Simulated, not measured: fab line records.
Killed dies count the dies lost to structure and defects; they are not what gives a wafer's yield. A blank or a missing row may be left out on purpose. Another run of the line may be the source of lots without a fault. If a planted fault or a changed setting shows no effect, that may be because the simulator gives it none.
Struck lot and sound lot, side by side ; flow gf180mcu ; 18 out of 602 route steps
Sound: the wafers L522.2, L522.5, L522.6. Wafers L532.1, L532.4, L532.5 were the ones struck. The cause comes at the end.
Order at every step that has rows: each side's tool, ch and its chambers, its first start. Under that, the readings that differ: sound wafers ; struck wafers ; difference of the means ; sigmas: that difference in standard deviations of wafers without a fault.
alike: readings whose means differ by less than 2 such deviations, and words and numbers that are the same on both sides. not compared: withheld readings, readings that some wafer has no value for, bounds like >300 that may hide the same value, and numbers for which the record gives no deviation and whose values overlap.
A row with sigmas, a row that says differs or no value, or rows on one side alone: a step with any of these is where the two part. Numbers that don't overlap but have no deviation are shown without sigmas and don't part them. A reading missing from all wafers of one side parts the sides only when that side holds two or more wafers.

first, 7 steps without rows for these wafers: GF_VT_IMPLANT_DEHYDRATE_33 (time 60 s); GF_VT_IMPLANT_HMDS_34 (prime time 60 s); GF_VT_IMPLANT_COAT_35 (resist thk 1000 nm); GF_VT_IMPLANT_SOFTBAKE_36 (time 60 s); GF_VT_IMPLANT_EXPOSE_37 (exposes mask Nwell HV AREA, target cd 860 nm); GF_VT_IMPLANT_PEB_38; GF_VT_IMPLANT_DEVELOP_39 (develop time 60 s).
GF_VT_IMPLANT_OVL_MEAS_40:
  sound on overlay-02, day 9 11:01; struck on overlay-02, day 12 00:55
  alike: VT_IMPLANT_03_OVL
after that, 1 step had no rows for these wafers: GF_VT_IMPLANT_IMPLANT_41.
GF_VT_IMPLANT_STRIP_42: strips in O2/N2.
  sound on plasma asher-02 ch 0,1, day 9 11:12; struck on plasma asher-01 ch 0,1, day 12 01:06
  alike: drypump motor current A, heater power w, oes product au, strip time to endpoint s
  not compared: rf hours counter h
GF_VT_IMPLANT_TW_MEAS_43:
  sound on film metro-03, day 9 11:19; struck on film metro-02, day 12 01:12
reading;sound;struck;difference;sigmas
VT_IMPLANT_4_TW;688 682 683;701 698 695;+14;+3
then, 1 step without rows for these wafers: GF_VT_IMPLANT_CLEAN_44 (cleans in SC1/SC2, time 150 s).
GF_VT_IMPLANT_RTA_45: time 30 s.
  struck on rtp anneal-02, day 12 01:19; sound on rtp anneal-02 ch 0, day 9 11:26
  no value came back on the struck wafers for anneal temp c max, chamber o2 ppm, lamp power pct (%), wafer_temp_C_max; on the sound wafers anneal temp c max reads 1054.1 1054.2 1053.9
GF_VT_IMPLANT_RS_MEAS_46: uses a four-point probe to measure.
  sound on film metro-04, day 9 11:32; struck on film metro-01, day 12 01:25
reading;sound;struck;difference;sigmas
MVSD_RS (ohm/sq);458.0 458.0 458.1;133.1 133.1 133.2;-324.9;-99 or more
GF_VT_IMPLANT_RS_MEAS_47: uses a four-point probe to measure.
  sound on film metro-04, day 9 11:39; struck on film metro-01, day 12 01:32
reading;sound;struck;difference;sigmas
NWELL_RS (ohm/sq);488.3 487.5 487.8;133.0 133.1 133.0;-354.8;-99 or more
GF_VT_IMPLANT_RS_MEAS_48: uses a four-point probe to measure.
  sound on film metro-04, day 9 11:46; struck on film metro-01, day 12 01:40
reading;sound;struck;difference;sigmas
LVPWELL_RS (ohm/sq);1195 1197 1197;133 133 133;-1063;-99 or more
GF_VT_IMPLANT_RS_MEAS_49: uses a four-point probe to measure.
  sound on film metro-04, day 9 11:53; struck on film metro-01, day 12 01:47
reading;sound;struck;difference;sigmas
MVPSD_RS (ohm/sq);1172 1168 1171;133 133 133;-1037;-99 or more
then, 1 step without rows for these wafers: GF_VT_IMPLANT_WET_ETCH_50 (etches SiO2 in dHF, target depth 20 nm, time 400 s).

== WHERE THEY PART ==
Last at GF_VT_IMPLANT_RS_MEAS_49 as far as this record goes, first at GF_VT_IMPLANT_TW_MEAS_43.

WHY: what had been put in by the simulator
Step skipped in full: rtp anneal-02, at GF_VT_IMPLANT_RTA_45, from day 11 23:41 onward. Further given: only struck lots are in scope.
